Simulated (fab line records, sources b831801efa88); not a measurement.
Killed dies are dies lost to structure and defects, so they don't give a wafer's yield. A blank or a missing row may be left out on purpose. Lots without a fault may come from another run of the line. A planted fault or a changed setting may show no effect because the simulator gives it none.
A struck lot beside a sound one | flow sky130 | 16 steps out of a route of 708
Sound: wafers L619.2, L619.4, L619.6. Struck: wafers L628.1, L628.4, L628.5. The cause comes at the end.
At each step with rows: each side's tool, then ch and its chambers, then its first start. Under that, the readings that differ: sound wafers | struck wafers | difference of the means | sigmas: that difference in standard deviations of wafers without a fault.
alike: readings whose means differ by less than 2 such deviations, and words and numbers that are the same on both sides. not compared: withheld readings, readings that some wafer has no value for, bounds like >300 that may hide the same value, and numbers for which the record gives no deviation and whose values overlap.
The two part at a step that has a row with sigmas, a row that says differs or no value, or rows on one side only. Numbers that don't overlap but have no deviation are shown without sigmas and don't part them. A reading that every wafer of one side lacks parts them only if that side has two wafers or more.

first, 1 step without rows for these wafers: SKY_METAL5_CLEAN_19 (cleans in O3/DIW).
SKY_PASSIVATION_CVD_00: deposits SiO2, target thk 90 nm.
  sound on pecvd-03 ch 0,1, day 47 00:16; struck on pecvd-01 ch 1,2, day 48 15:26
  alike: heater_power_w
SKY_PASSIVATION_THK_MEAS_01:
  sound on film_metro-02, day 47 00:18; struck on film_metro-01, day 48 15:27
  alike: PASSIVATION_CVD_00_THK
SKY_PASSIVATION_CVD_02: deposits Si3N4, target thk 540 nm.
  sound on pecvd-01 ch 0,2, day 47 00:21; struck on pecvd-03 ch 0,1, day 48 15:31
  alike: heater_power_w
SKY_PASSIVATION_THK_MEAS_03:
  sound on film_metro-02, day 47 00:35; struck on film_metro-02, day 48 15:44
  alike: PASSIVATION_CVD_02_THK
then, 7 steps without rows for these wafers: SKY_PASSIVATION_DEHYDRATE_04 (time 60 s); SKY_PASSIVATION_HMDS_05 (prime time 60 s); SKY_PASSIVATION_COAT_06 (resist thk 3000 nm); SKY_PASSIVATION_SOFTBAKE_07; SKY_PASSIVATION_EXPOSE_08 (exposes mask NSM, target cd 3000 nm); SKY_PASSIVATION_PEB_09; SKY_PASSIVATION_DEVELOP_10 (develop time 60 s).
SKY_PASSIVATION_ETCH_11: etches the open film in CF4/O2, stops on AlCu, target depth 725 nm, time 161.1 s.
  sound on rie_diel-01 ch 1,2,3, day 47 19:34; struck on rie_diel-01 ch 0,3, day 49 09:43
  reading                                       | sound             | struck            | difference | sigmas
  oes_product_au (a.u.)                         | 0.962 0.986 0.986 | 0.907 0.909 0.915 | -0.068     | -10
  run_length_s (s)                              | 190.1 189.4 188.7 | 209.0 209.4 209.3 | +19.8      | +37
  throttle_valve_pct (%)                        | 5.964 5.964 5.968 | 5.930 5.954 5.936 | -0.025     | -3
  model.coat_of_PASSIVATION_COAT_06.thk_nm (nm) | 2517 2513 2516    | 2430 2444 2438    | -78        |
  alike: O2_flow_sccm, drypump_motor_current_A
  not compared: rf_hours_counter_h
SKY_PASSIVATION_STRIP_12: strips in O2/N2.
  sound on plasma_asher-04 ch 1, day 47 19:40; struck on plasma_asher-02 ch 0,1, day 49 09:49
  reading                      | sound             | struck            | difference | sigmas
  strip_time_to_endpoint_s (s) | 31.52 31.48 31.51 | 30.52 30.69 30.63 | -0.89      | -6
  alike: drypump_motor_current_A, oes_product_au
  not compared: rf_hours_counter_h
then, 1 step without rows for these wafers: SKY_PAD_OPEN_DEHYDRATE_00 (time 60 s).
SKY_PAD_OPEN_PROBE_99:
  the record has rows for the sound wafers here (prober-02, day 48 17:19) and none for the struck ones

WHERE THEY PART
First at SKY_PASSIVATION_ETCH_11; last, within this record, at SKY_PAD_OPEN_PROBE_99.

WHY: what the simulator had put in
Process parameter drift: rie_diel-01, from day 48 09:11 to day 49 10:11, at SKY_PASSIVATION_ETCH_11. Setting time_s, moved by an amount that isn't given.
